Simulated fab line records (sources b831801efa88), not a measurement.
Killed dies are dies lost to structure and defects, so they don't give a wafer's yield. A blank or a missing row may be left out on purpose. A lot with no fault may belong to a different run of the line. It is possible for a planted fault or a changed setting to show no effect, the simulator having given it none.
What tool caused it? | flow gf180mcu | 11 lots, 33 wafers sampled, at 4 steps of a route of 602

## WHAT THE GAUGES READ, wafer by wafer
GF_VT_IMPLANT_OVL_MEAS_40.
lot  | measured     | on         | VT_IMPLANT_03_OVL (nm)
L142 | day 7 19:19  | overlay-01 | -0.4 -2.6 -0.8
L145 | day 8 15:29  | overlay-01 | 1.0 0.7 -0.2
L147 | day 9 04:20  | overlay-02 | 2.0 1.6 1.5
L148 | day 9 12:58  | overlay-01 | -0.4 -1.9 -1.0
L150 | day 10 01:10 | overlay-02 | -1.9 -2.5 0.2
L151 | day 10 08:37 | overlay-02 | -1.4 -0.4 0.7
L155 | day 11 11:08 | overlay-02 | - - -
L160 | day 12 22:08 | overlay-01 | -0.8 -0.2 0.2
L161 | day 13 06:16 | overlay-01 | -1.5 -1.1 -0.9
L162 | day 13 08:10 | overlay-01 | -0.5 0.9 1.1
L164 | day 14 00:41 | overlay-02 | -2.0 -0.9 -1.4

## EACH LOT AND THE TOOL THAT RAN IT (in order: tool; ch and the chambers of the sampled wafers; start)
lot  | GF_STI_ETCH_14                 | GF_VT_IMPLANT_STRIP_20              | GF_VT_IMPLANT_EXPOSE_37
L142 | rieSi-02 ch 1,2,3, day 2 06:53 | plasmaAsher-03 ch 0,1, day 6 12:04  | ilineStepper-01 ch 0, day 7 11:49
L145 | rieSi-01 ch 1,2, day 2 21:53   | plasmaAsher-04 ch 0,1, day 7 07:37  | ilineStepper-01 ch 0, day 8 07:26
L147 | rieSi-01 ch 0,2,3, day 3 08:02 | plasmaAsher-04 ch 0,1, day 7 18:51  | ilineStepper-01 ch 0, day 8 19:53
L148 | rieSi-02 ch 1,2, day 3 13:11   | plasmaAsher-03 ch 0,1, day 8 03:42  | ilineStepper-02 ch 0, day 9 04:55
L150 | rieSi-02 ch 1,2, day 4 00:29   | plasmaAsher-04 ch 0,1, day 8 14:26  | ilineStepper-02 ch 0, day 9 16:19
L151 | rieSi-01 ch 0,2,3, day 4 04:25 | plasmaAsher-02 ch 0,1, day 8 22:06  | ilineStepper-02 ch 0, day 9 23:47
L155 | rieSi-01 ch 2,3, day 5 02:35   | plasmaAsher-02 ch 0,1, day 9 23:23  | ilineStepper-02 ch 0, day 11 02:29
L160 | rieSi-01 ch 0,3, day 6 03:49   | plasmaAsher-02 ch 0,1, day 11 07:56 | ilineStepper-01 ch 0, day 12 12:30
L161 | rieSi-01 ch 1,2,3, day 6 08:14 | plasmaAsher-03 ch 0,1, day 11 15:31 | ilineStepper-02 ch 0, day 12 20:40
L162 | rieSi-01 ch 0,1,2, day 6 13:04 | plasmaAsher-04 ch 0,1, day 11 17:45 | ilineStepper-02 ch 0, day 12 22:43
L164 | rieSi-02 ch 1,2, day 7 00:19   | plasmaAsher-03 ch 0,1, day 12 08:49 | ilineStepper-01 ch 0, day 13 14:26
- GF_STI_ETCH_14: etches Si in HBr/Cl2/O2, target depth 360 nm, time 102.9 s.
- GF_VT_IMPLANT_STRIP_20: strips in O2/N2.
- GF_VT_IMPLANT_EXPOSE_37: exposes mask Nwell HV AREA, target cd 860 nm.

## THE ANSWER, worked out from the rows above alone
Rule: the lots themselves supply what counts as usual. Put in order of their means at a reading, lots are off if they are a third of the lots or fewer, leave a main group of 4 or more, and stand apart from it by a gap of 3 or more times the standard deviation of the main group's means; of several such gaps the widest counts. If all means in a main group match to the digits the tables above print for the reading, that group is not used. A lot without any number at a reading at which 4 lots or more have one is off too. Any other lot the step has rows for is counted as sound.
Off: L155, at GF_VT_IMPLANT_OVL_MEAS_40 (VT_IMPLANT_03_OVL). Without a number there: L155. The main group has a mean of -0.4 nm with a standard deviation of 1.
A tool fits if, at a process step before that reading, it ran every lot that is off, and no sound lot after the first of them. The gauges at GF_VT_IMPLANT_OVL_MEAS_40 are tried like those tools. None of those tried fits.

## WHAT THE SIMULATOR PUT IN
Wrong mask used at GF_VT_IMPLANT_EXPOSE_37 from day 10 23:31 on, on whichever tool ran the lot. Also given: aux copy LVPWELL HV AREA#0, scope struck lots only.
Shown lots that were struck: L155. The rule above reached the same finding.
